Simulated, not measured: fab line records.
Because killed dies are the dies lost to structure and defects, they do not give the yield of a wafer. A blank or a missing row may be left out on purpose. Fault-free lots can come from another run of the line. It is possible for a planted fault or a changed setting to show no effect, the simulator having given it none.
Which tool is to blame?    flow gf180mcu    Sampling: 11 lots, 33 wafers, 3 of 602 route steps

== WHAT EACH GAUGE READ, for each wafer ==
GF_HV_LDD_THK_MEAS_57.
lot   measured      on             HV_LDD_CVD_56_THK (nm)
L178  day 12 18:16  film-metro-01  88.8 89.2 88.9
L179  day 13 04:19  film-metro-01  91.6 91.2 90.9
L183  day 14 08:32  film-metro-01  89.2 88.9 89.2
L185  day 15 11:54  film-metro-04  90.4 89.9 90.9
L189  day 16 14:19  film-metro-04  28.4 28.1 28.2
L190  day 17 04:32  film-metro-01  28.2 28.9 29.0
L191  day 17 07:03  film-metro-01  90.5 89.8 90.1
L197  day 19 05:20  film-metro-03  91.4 91.5 91.2
L198  day 19 07:51  film-metro-03  90.7 90.1 90.6
L199  day 19 20:22  film-metro-03  90.4 90.4 91.5
L200  day 20 04:17  film-metro-01  89.6 89.8 89.8

== EACH LOT AND THE TOOL THAT RAN IT (in order: tool; ch and the chambers of the sampled wafers; start) ==
lot   GF_DUAL_GATE_STRIP_13                 GF_HV_LDD_CVD_56
L178  plasma-asher-04 ch 0,1, day 8 11:43   lpcvd-01 ch 0, day 12 16:50
L179  plasma-asher-02 ch 0,1, day 8 21:16   lpcvd-02 ch 1, day 13 02:53
L183  plasma-asher-03 ch 0,1, day 9 23:46   lpcvd-01 ch 1, day 14 07:06
L185  plasma-asher-03 ch 0,1, day 10 21:57  lpcvd-02 ch 0, day 15 10:27
L189  plasma-asher-04 ch 0,1, day 11 19:11  lpcvd-01 ch 0, day 16 12:53
L190  plasma-asher-02 ch 0,1, day 12 06:41  lpcvd-01 ch 1, day 17 03:06
L191  plasma-asher-03 ch 0,1, day 12 11:25  lpcvd-02 ch 1, day 17 05:37
L197  plasma-asher-02 ch 0,1, day 14 02:38  lpcvd-02 ch 0, day 19 03:55
L198  plasma-asher-03 ch 0,1, day 14 07:34  lpcvd-02 ch 0, day 19 06:25
L199  plasma-asher-03 ch 0,1, day 14 15:42  lpcvd-02 ch 0, day 19 18:54
L200  plasma-asher-04 ch 0,1, day 15 01:11  lpcvd-02 ch 1, day 20 02:52
- GF_DUAL_GATE_STRIP_13: strips in O2/N2.
- GF_HV_LDD_CVD_56: deposits Si3N4 from DCS/NH3, target thk 90 nm, time 1543 s.

== THE ANSWER, worked out from the rows above alone ==
Rule: the lots themselves supply what counts as usual. Put in order of their means at a reading, lots are off if they are a third of the lots or fewer, leave a main group of 4 or more, and stand apart from it by a gap of 3 or more times the standard deviation of the main group's means; of several such gaps the widest counts. A main group whose means are all the same, to the digits that the tables above print for the reading, isn't used. Also off: a lot with no number at a reading for which 4 or more lots have one. Where the step has rows for the other lots, those lots are counted as sound.
Off: L189, L190, seen at GF_HV_LDD_THK_MEAS_57 (HV_LDD_CVD_56_THK). The main group: mean 90.2 nm, standard deviation 0.8.
If a tool, at a process step before that reading, ran all the lots that are off and no sound lot after the first of them, it fits. The gauges at GF_HV_LDD_THK_MEAS_57 are tried like those tools. One fits: lpcvd-01 at GF_HV_LDD_CVD_56. A fault onset in the window from L183 (day 14 07:06, its last sound lot) to L189 (day 16 12:53, its first lot off) fits.

== WHAT THE SIMULATOR HAD INSERTED ==
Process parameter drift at GF_HV_LDD_CVD_56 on lpcvd-01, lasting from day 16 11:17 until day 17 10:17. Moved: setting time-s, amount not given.
Struck lots among those shown: L189, L190. Same finding as the rule above.
